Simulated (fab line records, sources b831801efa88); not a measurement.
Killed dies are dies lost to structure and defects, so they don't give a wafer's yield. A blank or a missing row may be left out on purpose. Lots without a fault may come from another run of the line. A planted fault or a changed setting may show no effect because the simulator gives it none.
A struck lot beside a sound one | flow sky130 | 19 steps out of a route of 708
Sound: wafers L171.2, L171.3, L171.5. Struck: wafers L174.2, L174.4, L174.6. The cause comes at the end.
At each step with rows: each side's tool, then ch and its chambers, then its first start. Under that, the readings that differ: sound wafers | struck wafers | difference of the means | sigmas: that difference in standard deviations of wafers without a fault.
alike: readings whose means differ by less than 2 such deviations, and words and numbers that are the same on both sides. not compared: withheld readings, readings that some wafer has no value for, bounds like >300 that may hide the same value, and numbers for which the record gives no deviation and whose values overlap.
The two part at a step that has a row with sigmas, a row that says differs or no value, or rows on one side only. Numbers that don't overlap but have no deviation are shown without sigmas and don't part them. A reading that every wafer of one side lacks parts them only if that side has two wafers or more.

SKY_CONTACT_ETCH_18: etches Si3N4 in CHF3/O2, stops on TiN, time 39 s, target depth 75 nm.
  sound on rie_diel-03 ch 0,1; struck on rie_diel-03 ch 0,1,2
  alike: drypump_motor_current_A, oes_product_au, throttle_valve_pct
  not compared: rf_hours_counter_h
SKY_CONTACT_STRIP_19: strips in O2/N2.
  sound on plasma_asher-04 ch 0,1, day 35 21:29; struck on plasma_asher-02 ch 0,1, day 36 02:21
  alike: drypump_motor_current_A, o2_flow_sccm, oes_product_au, strip_time_to_endpoint_s
  not compared: rf_hours_counter_h
then, 3 steps without rows for these wafers: SKY_CONTACT_STRIP_20 (strips in post etch residue remover, time 1200 s); SKY_CONTACT_CLEAN_21 (cleans in IPA, time 180 s); SKY_CONTACT_CLEAN_22 (cleans in O3/DIW).
SKY_CONTACT_SPUTTER_23: material TiN, target thk 20 nm, time 80 s.
  sound on pvd_sputter-04, day 35 22:06; struck on pvd_sputter-04, day 36 02:58
  alike: cathode_dc_power_W, chamber_pressure_pa, throttle_valve_pct
then, 1 step without rows for these wafers: SKY_CONTACT_CVD_24 (deposits W, target thk 340 nm, time 102.12 s).
SKY_CONTACT_RS_MEAS_25: measures by four-point-probe.
  sound on film_metro-01, day 35 22:17; struck on film_metro-03, day 36 03:10
  alike: CONTACT_W_RS
SKY_CONTACT_THK_MEAS_26: measures by xrf.
  sound on film_metro-01, day 35 22:24; struck on film_metro-03, day 36 03:16
  alike: CONTACT_W_THK
then, 1 step without rows for these wafers: SKY_CONTACT_CMP_27 (polishes, stops on SiO2, t overpolish 15 s, target thk 0 nm).
SKY_METAL1_SPUTTER_00: material Ti, target thk 15 nm, time 10 s.
  sound on pvd_sputter-03, day 35 22:45; struck on pvd_sputter-04, day 36 03:37
  alike: cathode_dc_power_W, chamber_pressure_pa, throttle_valve_pct
SKY_METAL1_SPUTTER_01: material TiN, target thk 20 nm, time 16.7 s.
  sound on pvd_sputter-03, day 35 22:46; struck on pvd_sputter-04, day 36 03:39
  alike: cathode_dc_power_W, chamber_pressure_pa, throttle_valve_pct
SKY_METAL1_SPUTTER_02: material AlCu, target thk 250 nm, time 13.3 s.
  sound on pvd_sputter-03, day 35 22:48; struck on pvd_sputter-04, day 36 03:40
  no value came back on the struck wafers for cathode_dc_power_W (W), chamber_pressure_pa (Pa), throttle_valve_pct (%); on the sound wafers cathode_dc_power_W (W) reads 10602 10601 10601
then, 2 steps without rows for these wafers: SKY_METAL1_SPUTTER_03 (material Ti, target thk 5 nm, time 3.3 s); SKY_METAL1_SPUTTER_04 (material TiN, target thk 70 nm, time 58.3 s).
SKY_METAL1_RS_MEAS_05: measures by four-point-probe.
  sound on film_metro-04, day 35 22:55; struck on film_metro-01, day 36 03:47
  reading                 | sound                | struck               | difference | sigmas
  METAL1_ALCU_RS (ohm/sq) | 0.1239 0.1284 0.1239 | 8.7225 8.7675 8.8245 | +8.6461    | +99 or more
SKY_METAL1_THK_MEAS_06: measures by xrf.
  sound on film_metro-04, day 35 23:01; struck on film_metro-01, day 36 03:53
  reading              | sound       | struck   | difference | sigmas
  METAL1_ALCU_THK (nm) | 252 244 254 | <1 <1 <1 | differs    |
then, 1 step without rows for these wafers: SKY_METAL1_DEHYDRATE_07 (time 60 s).
-- the record jumps here: 13 days lie between the struck wafers' starts before and after (it left off in module METAL1 and takes up again in module PAD_OPEN, whose first step shown is number 708 of the route) --
SKY_PAD_OPEN_PROBE_99:
  sound on prober-01, day 49 00:40; struck on prober-01, day 49 06:40
  reading                  | sound          | struck      | difference | sigmas
  defect_limited_yield (%) | 82.3 81.7 81.9 | 0 0 0       | -82        | -41
  killed_at_M0_to_M3       | 38 36 41       | 448 460 454 | +416       | +57
  killed_dies              | 87 90 89       | 492 492 492 | +403       | +41
  killed_on_rim            | 17 18 9        | 96 96 96    | +81        | +21
  alike: killed_at_M4_up, killed_at_contacts, killed_at_front_end, killed_at_other, killed_open, killed_short

WHERE THEY PART
First at SKY_METAL1_SPUTTER_02; last, within this record, at SKY_PAD_OPEN_PROBE_99.

WHY: what the simulator had put in
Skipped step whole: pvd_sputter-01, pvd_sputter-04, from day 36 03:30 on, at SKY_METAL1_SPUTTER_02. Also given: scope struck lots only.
